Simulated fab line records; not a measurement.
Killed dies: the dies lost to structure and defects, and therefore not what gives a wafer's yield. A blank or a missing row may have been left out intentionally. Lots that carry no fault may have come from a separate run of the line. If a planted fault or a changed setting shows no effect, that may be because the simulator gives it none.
Which tool was responsible? || flow sky130 || 36 wafers from 12 lots sampled at 5 of the route's 708 steps

== WHAT THE GAUGES READ, wafer by wafer ==
SKY_VIA1_THK_MEAS_01. Usual: VIA1_HDPCVD_THK typically reads 1030 nm, with standard deviation 12.
{"lot": "L497", "measured": "day 33 11:35", "on": "film-metro-04", "VIA1_HDPCVD_THK (nm)": "1018 1023 1042", "flag": ""}
{"lot": "L499", "measured": "day 34 02:50", "on": "film-metro-03", "VIA1_HDPCVD_THK (nm)": "1023 1039 1020", "flag": ""}
{"lot": "L502", "measured": "day 35 00:22", "on": "film-metro-03", "VIA1_HDPCVD_THK (nm)": "1017 1023 1029", "flag": ""}
{"lot": "L501", "measured": "day 35 01:40", "on": "film-metro-03", "VIA1_HDPCVD_THK (nm)": "1020 1029 1013", "flag": ""}
{"lot": "L504", "measured": "day 35 11:10", "on": "film-metro-03", "VIA1_HDPCVD_THK (nm)": "1032 1045 1035", "flag": ""}
{"lot": "L505", "measured": "day 35 15:04", "on": "film-metro-02", "VIA1_HDPCVD_THK (nm)": "1034 1053 1034", "flag": ""}
{"lot": "L507", "measured": "day 36 05:26", "on": "film-metro-03", "VIA1_HDPCVD_THK (nm)": "1032 871 1002", "flag": "OFF"}
{"lot": "L510", "measured": "day 36 18:18", "on": "film-metro-02", "VIA1_HDPCVD_THK (nm)": "1021 995 866", "flag": "OFF"}
{"lot": "L514", "measured": "day 37 20:28", "on": "film-metro-02", "VIA1_HDPCVD_THK (nm)": "1014 1021 1014", "flag": ""}
{"lot": "L516", "measured": "day 38 14:16", "on": "film-metro-02", "VIA1_HDPCVD_THK (nm)": "1036 1038 1035", "flag": ""}
{"lot": "L518", "measured": "day 39 08:08", "on": "film-metro-03", "VIA1_HDPCVD_THK (nm)": "1013 1033 1028", "flag": ""}
{"lot": "L519", "measured": "day 39 09:43", "on": "film-metro-03", "VIA1_HDPCVD_THK (nm)": "1032 1003 1035", "flag": ""}

SKY_VIA1_BOW_MEAS_03. Usual: VIA1_BOW typically reads 83 um, with standard deviation 6.7.
{"lot": "L497", "measured": "day 33 11:56", "on": "film-metro-03", "VIA1_BOW (um)": "93 83 81", "flag": ""}
{"lot": "L499", "measured": "day 34 03:13", "on": "film-metro-02", "VIA1_BOW (um)": "81 95 86", "flag": ""}
{"lot": "L502", "measured": "day 35 00:43", "on": "film-metro-04", "VIA1_BOW (um)": "91 84 73", "flag": ""}
{"lot": "L501", "measured": "day 35 02:01", "on": "film-metro-02", "VIA1_BOW (um)": "88 80 86", "flag": ""}
{"lot": "L504", "measured": "day 35 11:32", "on": "film-metro-03", "VIA1_BOW (um)": "87 90 72", "flag": ""}
{"lot": "L505", "measured": "day 35 15:26", "on": "film-metro-02", "VIA1_BOW (um)": "87 83 76", "flag": ""}
{"lot": "L507", "measured": "day 36 05:49", "on": "film-metro-04", "VIA1_BOW (um)": "89 85 85", "flag": ""}
{"lot": "L510", "measured": "day 36 18:40", "on": "film-metro-02", "VIA1_BOW (um)": "83 83 84", "flag": ""}
{"lot": "L514", "measured": "day 37 20:49", "on": "film-metro-02", "VIA1_BOW (um)": "88 81 90", "flag": ""}
{"lot": "L516", "measured": "day 38 14:44", "on": "film-metro-02", "VIA1_BOW (um)": "88 98 93", "flag": ""}
{"lot": "L518", "measured": "day 39 08:29", "on": "film-metro-04", "VIA1_BOW (um)": "84 88 77", "flag": ""}
{"lot": "L519", "measured": "day 39 10:05", "on": "film-metro-02", "VIA1_BOW (um)": "86 88 76", "flag": ""}

== WHAT TOOL EACH LOT RAN ON (gives the tool, then ch and the chambers of the sampled wafers, and finally the start) ==
{"lot": "L497", "SKY_METAL1_SPUTTER_00": "pvd-sputter-02, day 32 07:15", "SKY_VIA1_HDPCVD_00": "hdpcvd-02 ch 0,1,2, day 33 11:28", "SKY_VIA1_CMP_02": "cmp-02 ch 0,1,3, day 33 11:44"}
{"lot": "L499", "SKY_METAL1_SPUTTER_00": "pvd-sputter-01, day 32 22:29", "SKY_VIA1_HDPCVD_00": "hdpcvd-02 ch 0,1,2, day 34 02:43", "SKY_VIA1_CMP_02": "cmp-02 ch 2,3, day 34 02:56"}
{"lot": "L502", "SKY_METAL1_SPUTTER_00": "pvd-sputter-03, day 33 20:58", "SKY_VIA1_HDPCVD_00": "hdpcvd-01 ch 1,2, day 35 00:15", "SKY_VIA1_CMP_02": "cmp-02 ch 0,1,2, day 35 00:31"}
{"lot": "L501", "SKY_METAL1_SPUTTER_00": "pvd-sputter-03, day 33 22:29", "SKY_VIA1_HDPCVD_00": "hdpcvd-02 ch 0,1, day 35 01:33", "SKY_VIA1_CMP_02": "cmp-01 ch 2,3, day 35 01:46"}
{"lot": "L504", "SKY_METAL1_SPUTTER_00": "pvd-sputter-03, day 34 07:47", "SKY_VIA1_HDPCVD_00": "hdpcvd-01 ch 1,2, day 35 11:03", "SKY_VIA1_CMP_02": "cmp-02 ch 0,2, day 35 11:16"}
{"lot": "L505", "SKY_METAL1_SPUTTER_00": "pvd-sputter-03, day 34 11:29", "SKY_VIA1_HDPCVD_00": "hdpcvd-01 ch 0,1,2, day 35 14:57", "SKY_VIA1_CMP_02": "cmp-01 ch 1,2, day 35 15:10"}
{"lot": "L507", "SKY_METAL1_SPUTTER_00": "pvd-sputter-01, day 35 02:02", "SKY_VIA1_HDPCVD_00": "hdpcvd-02 ch 0,1,2, day 36 05:21", "SKY_VIA1_CMP_02": "cmp-02 ch 0,1,2, day 36 05:34"}
{"lot": "L510", "SKY_METAL1_SPUTTER_00": "pvd-sputter-01, day 35 16:02", "SKY_VIA1_HDPCVD_00": "hdpcvd-02 ch 0,1,2, day 36 18:11", "SKY_VIA1_CMP_02": "cmp-02 ch 0,1,2, day 36 18:24"}
{"lot": "L514", "SKY_METAL1_SPUTTER_00": "pvd-sputter-02, day 36 17:44", "SKY_VIA1_HDPCVD_00": "hdpcvd-01 ch 0,2, day 37 20:21", "SKY_VIA1_CMP_02": "cmp-02 ch 0,1,3, day 37 20:37"}
{"lot": "L516", "SKY_METAL1_SPUTTER_00": "pvd-sputter-01, day 37 12:05", "SKY_VIA1_HDPCVD_00": "hdpcvd-01 ch 0,1,2, day 38 14:09", "SKY_VIA1_CMP_02": "cmp-01 ch 1,3, day 38 14:29"}
{"lot": "L518", "SKY_METAL1_SPUTTER_00": "pvd-sputter-02, day 38 06:11", "SKY_VIA1_HDPCVD_00": "hdpcvd-02 ch 0,1, day 39 08:01", "SKY_VIA1_CMP_02": "cmp-01 ch 0,1,3, day 39 08:17"}
{"lot": "L519", "SKY_METAL1_SPUTTER_00": "pvd-sputter-01, day 38 07:06", "SKY_VIA1_HDPCVD_00": "hdpcvd-02 ch 0,1,2, day 39 09:37", "SKY_VIA1_CMP_02": "cmp-01 ch 0,1,2, day 39 09:47"}
- SKY_METAL1_SPUTTER_00: material Ti, target thk 15 nm, time 10 s.
- SKY_VIA1_HDPCVD_00: deposits SiO2, target thk 1030 nm, time 171.7 s.
- SKY_VIA1_CMP_02: polishes SiO2.

== AS READ BY THE TOOLS THEMSELVES (means over the sampled wafers that have a number; for cases with no such wafer, the mark the record gives instead) ==
SKY_METAL1_SPUTTER_00. Usual: throttle-valve-pct 30.0 %, standard deviation 1.1.
{"lot": "L497", "tool": "pvd-sputter-02", "throttle-valve-pct (%)": 30.7, "flag": ""}
{"lot": "L499", "tool": "pvd-sputter-01", "throttle-valve-pct (%)": 29.8, "flag": ""}
{"lot": "L502", "tool": "pvd-sputter-03", "throttle-valve-pct (%)": 28.7, "flag": ""}
{"lot": "L501", "tool": "pvd-sputter-03", "throttle-valve-pct (%)": 29.2, "flag": ""}
{"lot": "L504", "tool": "pvd-sputter-03", "throttle-valve-pct (%)": 29.3, "flag": ""}
{"lot": "L505", "tool": "pvd-sputter-03", "throttle-valve-pct (%)": 29.0, "flag": ""}
{"lot": "L507", "tool": "pvd-sputter-01", "throttle-valve-pct (%)": 29.8, "flag": ""}
{"lot": "L510", "tool": "pvd-sputter-01", "throttle-valve-pct (%)": 29.9, "flag": ""}
{"lot": "L514", "tool": "pvd-sputter-02", "throttle-valve-pct (%)": 31.6, "flag": ""}
{"lot": "L516", "tool": "pvd-sputter-01", "throttle-valve-pct (%)": 29.6, "flag": ""}
{"lot": "L518", "tool": "pvd-sputter-02", "throttle-valve-pct (%)": 30.5, "flag": ""}
{"lot": "L519", "tool": "pvd-sputter-01", "throttle-valve-pct (%)": 29.9, "flag": ""}

SKY_VIA1_HDPCVD_00. Usual: sih4-flow-sccm 60.00 sccm, standard deviation 0.19; susceptor-temp-C 400.01 C, standard deviation 0.19.
{"lot": "L497", "tool": "hdpcvd-02", "sih4-flow-sccm (sccm)": 59.89, "susceptor-temp-C (C)": 400.19, "flag": ""}
{"lot": "L499", "tool": "hdpcvd-02", "sih4-flow-sccm (sccm)": 60.12, "susceptor-temp-C (C)": 399.95, "flag": ""}
{"lot": "L502", "tool": "hdpcvd-01", "sih4-flow-sccm (sccm)": 60.04, "susceptor-temp-C (C)": 399.83, "flag": ""}
{"lot": "L501", "tool": "hdpcvd-02", "sih4-flow-sccm (sccm)": 60.16, "susceptor-temp-C (C)": 399.95, "flag": ""}
{"lot": "L504", "tool": "hdpcvd-01", "sih4-flow-sccm (sccm)": 59.88, "susceptor-temp-C (C)": 400.10, "flag": ""}
{"lot": "L505", "tool": "hdpcvd-01", "sih4-flow-sccm (sccm)": 60.08, "susceptor-temp-C (C)": 399.97, "flag": ""}
{"lot": "L507", "tool": "hdpcvd-02", "sih4-flow-sccm (sccm)": 57.05, "susceptor-temp-C (C)": 399.94, "flag": "OFF"}
{"lot": "L510", "tool": "hdpcvd-02", "sih4-flow-sccm (sccm)": 57.14, "susceptor-temp-C (C)": 400.01, "flag": "OFF"}
{"lot": "L514", "tool": "hdpcvd-01", "sih4-flow-sccm (sccm)": 60.07, "susceptor-temp-C (C)": 400.06, "flag": ""}
{"lot": "L516", "tool": "hdpcvd-01", "sih4-flow-sccm (sccm)": 59.96, "susceptor-temp-C (C)": 400.09, "flag": ""}
{"lot": "L518", "tool": "hdpcvd-02", "sih4-flow-sccm (sccm)": 60.07, "susceptor-temp-C (C)": 400.09, "flag": ""}
{"lot": "L519", "tool": "hdpcvd-02", "sih4-flow-sccm (sccm)": 59.84, "susceptor-temp-C (C)": 399.89, "flag": ""}

SKY_VIA1_CMP_02. Usual: motor-current-A 12.2 A, standard deviation 1.2.
{"lot": "L497", "tool": "cmp-02", "motor-current-A (A)": 12.4, "flag": ""}
{"lot": "L499", "tool": "cmp-02", "motor-current-A (A)": 13.6, "flag": ""}
{"lot": "L502", "tool": "cmp-02", "motor-current-A (A)": 12.7, "flag": ""}
{"lot": "L501", "tool": "cmp-01", "motor-current-A (A)": 11.2, "flag": ""}
{"lot": "L504", "tool": "cmp-02", "motor-current-A (A)": 12.1, "flag": ""}
{"lot": "L505", "tool": "cmp-01", "motor-current-A (A)": 11.3, "flag": ""}
{"lot": "L507", "tool": "cmp-02", "motor-current-A (A)": 12.3, "flag": ""}
{"lot": "L510", "tool": "cmp-02", "motor-current-A (A)": 12.2, "flag": ""}
{"lot": "L514", "tool": "cmp-02", "motor-current-A (A)": 12.5, "flag": ""}
{"lot": "L516", "tool": "cmp-01", "motor-current-A (A)": 11.5, "flag": ""}
{"lot": "L518", "tool": "cmp-01", "motor-current-A (A)": 11.5, "flag": ""}
{"lot": "L519", "tool": "cmp-01", "motor-current-A (A)": 11.0, "flag": ""}

== THE ANSWER, worked out from the rows above alone ==
Rule: a lot is off if the mean of its wafers that have a number lies more than 3 standard deviations from the usual mean. Also off: a lot with no number at a reading for which 4 or more lots have one. Any other lot the step has rows for is counted as sound. First the gauges in route order, then the tools' own readings, where a lot's mean is used as printed above. At the first step where some lot is off, the reading lying furthest off is the one used; lots without a number count as furthest.
Off: L507, L510, at SKY_VIA1_THK_MEAS_01 (VIA1_HDPCVD_THK).
A tool fits if, at a process step before that reading, it ran every lot that is off, and no sound lot after the first of them. Not tried: the gauges at SKY_VIA1_THK_MEAS_01; whatever is off there is also off at SKY_VIA1_HDPCVD_00, on other tools, and gauge error can't account for it. No candidate that was tried fits.

== WHAT HAD BEEN PUT IN BY THE SIMULATOR ==
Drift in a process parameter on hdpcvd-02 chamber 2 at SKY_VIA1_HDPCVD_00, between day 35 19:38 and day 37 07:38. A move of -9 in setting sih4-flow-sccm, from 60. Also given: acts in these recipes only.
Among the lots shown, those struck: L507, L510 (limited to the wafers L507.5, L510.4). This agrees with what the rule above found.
